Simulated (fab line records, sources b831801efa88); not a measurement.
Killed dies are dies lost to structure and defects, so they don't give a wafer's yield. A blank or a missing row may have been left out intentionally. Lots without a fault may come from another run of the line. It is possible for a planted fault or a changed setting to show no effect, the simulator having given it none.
The tool behind it: which one?    flow gf180mcu    6 lots with 18 wafers sampled at 2 steps, on a route of 602 steps

## WHAT THE GAUGES SHOWED, per wafer
GF_VT_IMPLANT_RS_MEAS_47: uses a four-point probe to measure.
lot   measured      on            NWELL_RS (ohm/sq)
L352  day 8 00:01   filmMetro-02  485.1 485.5 485.1
L356  day 8 20:59   filmMetro-04  487.2 485.8 486.5
L359  day 9 14:16   filmMetro-04  497.7 496.8 496.2
L362  day 10 18:52  filmMetro-04  496.0 496.8 495.7
L365  day 11 16:31  filmMetro-02  486.6 487.5 488.4
L372  day 13 14:11  filmMetro-02  487.7 486.9 486.6

## EACH LOT AND THE TOOL THAT RAN IT (in order: tool; ch and the chambers of the sampled wafers; start)
lot   GF_NWELL_IMPLANT_09
L352  implanter-04 ch 0, day 3 13:22
L356  implanter-04 ch 0, day 4 10:06
L359  implanter-04 ch 0, day 5 02:55
L362  implanter-04 ch 0, day 5 19:33
L365  implanter-01 ch 0, day 6 14:02
L372  implanter-03 ch 0, day 8 02:32
- GF_NWELL_IMPLANT_09

## THE ANSWER, worked out from the rows above alone
Rule: usual is defined by the lots themselves. Put in order of their means at a reading, lots are off if they are a third of the lots or fewer, leave a main group of 4 or more, and stand apart from it by a gap of 3 or more times the standard deviation of the main group's means; of several such gaps the widest counts. Not used: any main group whose means are identical at the precision the tables above print for the reading. Also off: a lot with no number at a reading for which 4 or more lots have one. All remaining lots with rows at the step are treated as sound.
Off: L359, L362, at GF_VT_IMPLANT_RS_MEAS_47 (NWELL_RS). Mean 486.6 ohm/sq and standard deviation 0.85 in the main group.
A tool fits if, at a process step before that reading, it ran every lot that is off, and no sound lot after the first of them. The gauges at GF_VT_IMPLANT_RS_MEAS_47 are tried like those tools. This does not decide it: 2 tools fit, namely implanter-04 at GF_NWELL_IMPLANT_09 and filmMetro-04 at GF_VT_IMPLANT_RS_MEAS_47.

## WHAT THE SIMULATOR HAD INSERTED
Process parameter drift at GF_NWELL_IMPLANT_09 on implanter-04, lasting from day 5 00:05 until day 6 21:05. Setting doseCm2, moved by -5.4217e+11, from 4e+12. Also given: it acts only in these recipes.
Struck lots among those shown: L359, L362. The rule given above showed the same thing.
